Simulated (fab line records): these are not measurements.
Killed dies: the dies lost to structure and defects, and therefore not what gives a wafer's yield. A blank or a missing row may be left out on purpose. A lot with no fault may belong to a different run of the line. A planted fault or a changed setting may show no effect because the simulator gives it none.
Commonality check across tools | flow sky130 | Sampled: 13 lots, 39 wafers

WHAT PROMPTED THE OPENING
3 of 13 lots carry a flag on the reading SONOS_ONO_OXIDATION_THK at SKY_SONOS_ONO_THK_MEAS_01. Fault-free wafers read 2.61 nm, with a standard deviation of 0.059.
Rule: a lot is flagged in two cases, either no wafer of it has a number, or all its wafers with numbers fall more than 4 standard deviations from that mean. All remaining lots are regarded as sound.

lot  | measured     | on            | SONOS_ONO_OXIDATION_THK (nm), wafer by wafer | flag
L369 | day 11 20:23 | film metro-01 | 2.57 2.61 2.63                               |
L370 | day 11 23:41 | film metro-01 | 2.67 2.60 2.60                               |
L371 | day 12 03:16 | film metro-03 | 2.55 2.60 2.58                               |
L374 | day 13 07:39 | film metro-01 | 2.66 2.63 2.65                               |
L375 | day 13 16:22 | film metro-03 | 2.50 2.56 2.56                               |
L376 | day 14 02:38 | film metro-02 | 2.55 2.60 2.61                               |
L377 | day 14 03:58 | film metro-01 | 2.65 2.66 2.76                               |
L378 | day 14 11:40 | film metro-03 | 2.55 2.57 2.60                               |
L383 | day 16 05:30 | film metro-03 | 3.38 3.45 3.39                               | FLAGGED
L384 | day 16 09:39 | film metro-02 | 3.39 3.33 3.37                               | FLAGGED
L386 | day 17 04:38 | film metro-03 | 3.43 3.51 3.50                               | FLAGGED
L387 | day 17 14:35 | film metro-02 | 2.67 2.66 2.68                               |
L388 | day 17 22:57 | film metro-02 | 2.54 2.61 2.63                               |
On average the flagged lots' numbers are 3.42 nm, which is +0.81 nm against the usual, or +14 standard deviations.

TOOL THAT RAN EACH LOT
The record keeps 1 process step preceding the reading, out of 708 steps on the route. Cell contents, in order: the tool; ch with the chambers the sampled wafers went through; the start.
lot  | flag    | SKY_SONOS_ONO_OXIDATION_00
L369 |         | furnace-02 ch 0, day 11 19:02
L370 |         | furnace-01 ch 0, day 11 22:20
L371 |         | furnace-01 ch 0, day 12 01:53
L374 |         | furnace-02 ch 0, day 13 06:18
L375 |         | furnace-02 ch 0, day 13 15:01
L376 |         | furnace-01 ch 0, day 14 01:16
L377 |         | furnace-01 ch 0, day 14 02:37
L378 |         | furnace-02 ch 0, day 14 10:19
L383 | FLAGGED | furnace-02 ch 0, day 16 04:08
L384 | FLAGGED | furnace-02 ch 0, day 16 08:16
L386 | FLAGGED | furnace-02 ch 0, day 17 03:18
L387 |         | furnace-01 ch 0, day 17 13:14
L388 |         | furnace-01 ch 0, day 17 21:35
What is done by these steps:
- SKY_SONOS_ONO_OXIDATION_00: stabilise 600 s, purge 300 s, target thk 2.6 nm.
- SKY_SONOS_ONO_THK_MEAS_01

FLAGGED OVER TOTAL, TOOL BY TOOL (the gauges that took the reading come last)
step                       | tool          | lots run | flagged | share of the flagged lots | sound lots run after its first flagged lot
SKY_SONOS_ONO_OXIDATION_00 | furnace-01    | 6        | 0       | none                      | -
SKY_SONOS_ONO_OXIDATION_00 | furnace-02    | 7        | 3       | all                       | 0
SKY_SONOS_ONO_THK_MEAS_01  | film metro-01 | 4        | 0       | none                      | -
SKY_SONOS_ONO_THK_MEAS_01  | film metro-02 | 4        | 1       | some                      | 2 (L387,L388)
SKY_SONOS_ONO_THK_MEAS_01  | film metro-03 | 5        | 2       | some                      | 0

WHAT IS ALLOWED BY THE TABLE
In the table, 1 row covers all flagged lots: furnace-02 at SKY_SONOS_ONO_OXIDATION_00.
- furnace-02 at SKY_SONOS_ONO_OXIDATION_00: 3 of its 7 lots flagged. A fault beginning between L378 (day 14 10:19), its last sound lot, and L383 (day 16 04:08), its first flagged one, fits the data.
Left over: one tool, furnace-02 at SKY_SONOS_ONO_OXIDATION_00.

WHAT HAD BEEN PUT IN BY THE SIMULATOR
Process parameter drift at SKY_SONOS_ONO_OXIDATION_00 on furnace-02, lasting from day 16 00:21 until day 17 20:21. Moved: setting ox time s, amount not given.
Lots struck among those shown: L383, L384, L386. The rule given above showed the same thing.
